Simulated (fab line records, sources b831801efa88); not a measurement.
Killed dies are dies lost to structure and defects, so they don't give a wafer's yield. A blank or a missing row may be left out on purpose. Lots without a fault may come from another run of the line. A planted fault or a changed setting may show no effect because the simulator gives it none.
Which tool did it? | flow gf180mcu | 24 lots, 72 wafers sampled, at 3 steps of a route of 602

WHAT THE GAUGES READ, wafer by wafer
GF_M1_CD_MEAS_14: target cd 230 nm.
lot  | measured     | on        | cd_nm (nm)
L074 | day 17 06:38 | cd_sem-02 | 230.6 231.1 230.5
L075 | day 17 12:29 | cd_sem-02 | 231.2 230.8 230.6
L076 | day 18 00:18 | cd_sem-02 | 229.7 228.1 229.6
L077 | day 18 05:29 | cd_sem-01 | 229.1 228.3 229.9
L078 | day 18 18:56 | cd_sem-02 | 231.0 231.1 230.3
L079 | day 19 06:07 | cd_sem-02 | 229.9 229.1 230.3
L080 | day 19 11:06 | cd_sem-02 | 231.5 231.3 230.9
L081 | day 19 17:11 | cd_sem-02 | 229.9 229.4 229.1
L082 | day 20 01:10 | cd_sem-01 | 228.8 227.8 229.2
L083 | day 20 21:11 | cd_sem-01 | 232.1 231.9 231.8
L084 | day 21 08:20 | cd_sem-02 | 230.8 231.7 232.4
L085 | day 21 13:34 | cd_sem-01 | 229.5 229.1 230.6
L086 | day 22 06:55 | cd_sem-02 | 229.5 231.3 229.3
L087 | day 23 00:13 | cd_sem-02 | 229.3 229.5 229.1
L089 | day 23 03:04 | cd_sem-01 | 230.8 230.4 231.1
L088 | day 23 03:19 | cd_sem-02 | 231.6 230.5 231.3
L090 | day 23 13:58 | cd_sem-01 | 229.7 229.0 230.4
L091 | day 23 16:34 | cd_sem-01 | 230.2 229.5 230.2
L092 | day 23 22:17 | cd_sem-01 | 229.7 229.7 229.7
L093 | day 24 05:47 | cd_sem-02 | 230.1 228.3 228.8
L094 | day 24 13:32 | cd_sem-02 | 227.5 228.7 228.5
L095 | day 24 18:16 | cd_sem-02 | 228.2 227.8 229.3
L096 | day 25 01:56 | cd_sem-02 | 229.3 228.7 229.4
L097 | day 25 13:16 | cd_sem-02 | 234.0 231.1 232.0

WHICH TOOL RAN EACH LOT (tool, then ch and the chambers of the sampled wafers, then the start)
lot  | GF_CONTACT_CMP_04             | GF_M1_SPUTTER_02
L074 | cmp-01 ch 1,3, day 15 08:02   | pvd_sputter-02, day 16 07:38
L075 | cmp-01 ch 0,1,3, day 15 13:44 | pvd_sputter-02, day 16 13:16
L076 | cmp-01 ch 0,2,3, day 16 00:28 | pvd_sputter-02, day 17 00:59
L077 | cmp-01 ch 0,3, day 16 04:56   | pvd_sputter-04, day 17 05:38
L078 | cmp-01 ch 0,2,3, day 16 18:14 | pvd_sputter-04, day 17 19:13
L079 | cmp-01 ch 0,1, day 17 04:36   | pvd_sputter-03, day 18 05:56
L080 | cmp-02 ch 0,2,3, day 17 09:32 | pvd_sputter-04, day 18 10:41
L081 | cmp-01 ch 2,3, day 17 15:07   | pvd_sputter-02, day 18 16:41
L082 | cmp-02 ch 0,1,2, day 17 23:26 | pvd_sputter-04, day 19 00:53
L083 | cmp-02 ch 0,1,2, day 18 18:25 | pvd_sputter-04, day 19 20:44
L084 | cmp-01 ch 1,2,3, day 19 06:22 | pvd_sputter-04, day 20 08:01
L085 | cmp-02 ch 0,1,3, day 19 11:11 | pvd_sputter-02, day 20 13:23
L086 | cmp-01 ch 0,1,3, day 20 05:58 | pvd_sputter-02, day 21 07:29
L087 | cmp-01 ch 0,2,3, day 20 23:24 | pvd_sputter-03, day 22 00:53
L089 | cmp-01 ch 0,1, day 21 01:43   | pvd_sputter-02, day 22 03:32
L088 | cmp-02 ch 1,2, day 21 01:50   | pvd_sputter-04, day 22 04:01
L090 | cmp-01 ch 0,1,3, day 21 13:05 | pvd_sputter-02, day 22 14:52
L091 | cmp-01 ch 2,3, day 21 16:47   | pvd_sputter-02, day 22 17:46
L092 | cmp-01 ch 1,2,3, day 21 22:23 | pvd_sputter-04, day 22 23:22
L093 | cmp-02 ch 1,2,3, day 22 05:11 | pvd_sputter-02, day 23 06:38
L094 | cmp-02 ch 1,2, day 22 14:05   | pvd_sputter-03, day 23 14:56
L095 | cmp-02 ch 0,1,2, day 22 19:42 | pvd_sputter-02, day 23 20:13
L096 | cmp-01 ch 0,3, day 23 02:46   | pvd_sputter-04, day 24 04:10
L097 | cmp-01 ch 0,2,3, day 23 15:22 | pvd_sputter-02, day 24 15:37
- GF_CONTACT_CMP_04: polishes SiO2.
- GF_M1_SPUTTER_02: material AlCu, target thk 450 nm, time 23.9 s.

WHAT THE TOOLS THEMSELVES READ (means of the sampled wafers that have a number; where no wafer has one, the mark that the record gives instead)
GF_CONTACT_CMP_04.
lot  | tool   | head_pressure_psi (psi) | motor_current_A (A) | retaining_ring_pressure_frac | slurry_filter_dp_kPa (kPa) | time_to_endpoint_s (s)
L074 | cmp-01 | 4.003                   | 11.0                | 1.002                        | 13.36                      | 110
L075 | cmp-01 | 4.000                   | 12.0                | 1.005                        | 13.51                      | 116
L076 | cmp-01 | 3.996                   | 11.4                | 0.997                        | 13.51                      | 120
L077 | cmp-01 | 4.000                   | 12.3                | 1.000                        | 13.39                      | 119
L078 | cmp-01 | 4.001                   | 11.4                | 0.995                        | 13.48                      | 113
L079 | cmp-01 | 3.998                   | 13.4                | 1.004                        | 13.45                      | 115
L080 | cmp-02 | 4.005                   | 12.6                | 1.000                        | 13.54                      | 108
L081 | cmp-01 | 4.002                   | 9.9                 | 1.002                        | 13.52                      | 119
L082 | cmp-02 | 4.003                   | 14.3                | 1.004                        | 13.49                      | 114
L083 | cmp-02 | 3.994                   | 13.5                | 1.000                        | 13.52                      | 118
L084 | cmp-01 | 4.011                   | 10.8                | 0.997                        | 13.49                      | 118
L085 | cmp-02 | 4.012                   | 13.6                | 1.002                        | 13.48                      | 116
L086 | cmp-01 | 3.996                   | 11.8                | 1.000                        | 13.39                      | 108
L087 | cmp-01 | 3.994                   | 10.9                | 0.995                        | 13.56                      | 109
L089 | cmp-01 | 4.002                   | 12.9                | 1.000                        | 13.47                      | 115
L088 | cmp-02 | 3.999                   | 12.1                | 1.001                        | 13.45                      | 112
L090 | cmp-01 | 3.995                   | 11.9                | 1.002                        | 13.56                      | 118
L091 | cmp-01 | 3.994                   | 10.3                | 0.997                        | 13.51                      | 109
L092 | cmp-01 | 3.997                   | 11.2                | 0.999                        | 13.45                      | 111
L093 | cmp-02 | 4.000                   | 11.9                | 1.004                        | 13.61                      | 122
L094 | cmp-02 | 4.009                   | 13.2                | 0.999                        | 13.38                      | 121
L095 | cmp-02 | 4.006                   | 13.9                | 0.998                        | 13.40                      | 120
L096 | cmp-01 | 3.998                   | 11.4                | 1.003                        | 13.53                      | 114
L097 | cmp-01 | 3.990                   | 11.6                | 1.004                        | 13.46                      | 109

GF_M1_SPUTTER_02.
lot  | tool           | throttle_valve_pct (%)
L074 | pvd_sputter-02 | 30.1
L075 | pvd_sputter-02 | 30.0
L076 | pvd_sputter-02 | 30.2
L077 | pvd_sputter-04 | 28.8
L078 | pvd_sputter-04 | 28.8
L079 | pvd_sputter-03 | 31.8
L080 | pvd_sputter-04 | 30.5
L081 | pvd_sputter-02 | 29.8
L082 | pvd_sputter-04 | 30.2
L083 | pvd_sputter-04 | 29.2
L084 | pvd_sputter-04 | 29.0
L085 | pvd_sputter-02 | 30.0
L086 | pvd_sputter-02 | 29.4
L087 | pvd_sputter-03 | 31.0
L089 | pvd_sputter-02 | 29.5
L088 | pvd_sputter-04 | 28.8
L090 | pvd_sputter-02 | 29.4
L091 | pvd_sputter-02 | 29.2
L092 | pvd_sputter-04 | 29.5
L093 | pvd_sputter-02 | 30.1
L094 | pvd_sputter-03 | 31.8
L095 | pvd_sputter-02 | 29.3
L096 | pvd_sputter-04 | 29.0
L097 | pvd_sputter-02 | 29.3

THE ANSWER, worked out from the rows above alone
Rule: what is usual is taken from the lots themselves. Put in order of their means at a reading, lots are off if they are a third of the lots or fewer, leave a main group of 4 or more, and stand apart from it by a gap of 3 or more times the standard deviation of the main group's means; of several such gaps the widest counts. A main group whose means are all the same, to the digits that the tables above print for the reading, isn't used. A lot without any number at a reading at which 4 lots or more have one is off too. The other lots that the step has rows for count as sound. The gauges are gone through in route order, then the tools' own readings, and for those a lot's mean is taken as printed above. The first step at which some lot is off is used, and at that step the reading that is off furthest; a lot without a number counts as furthest.
No lot is off at any reading shown: from this, nothing can be told.

WHAT THE SIMULATOR HAD PUT IN
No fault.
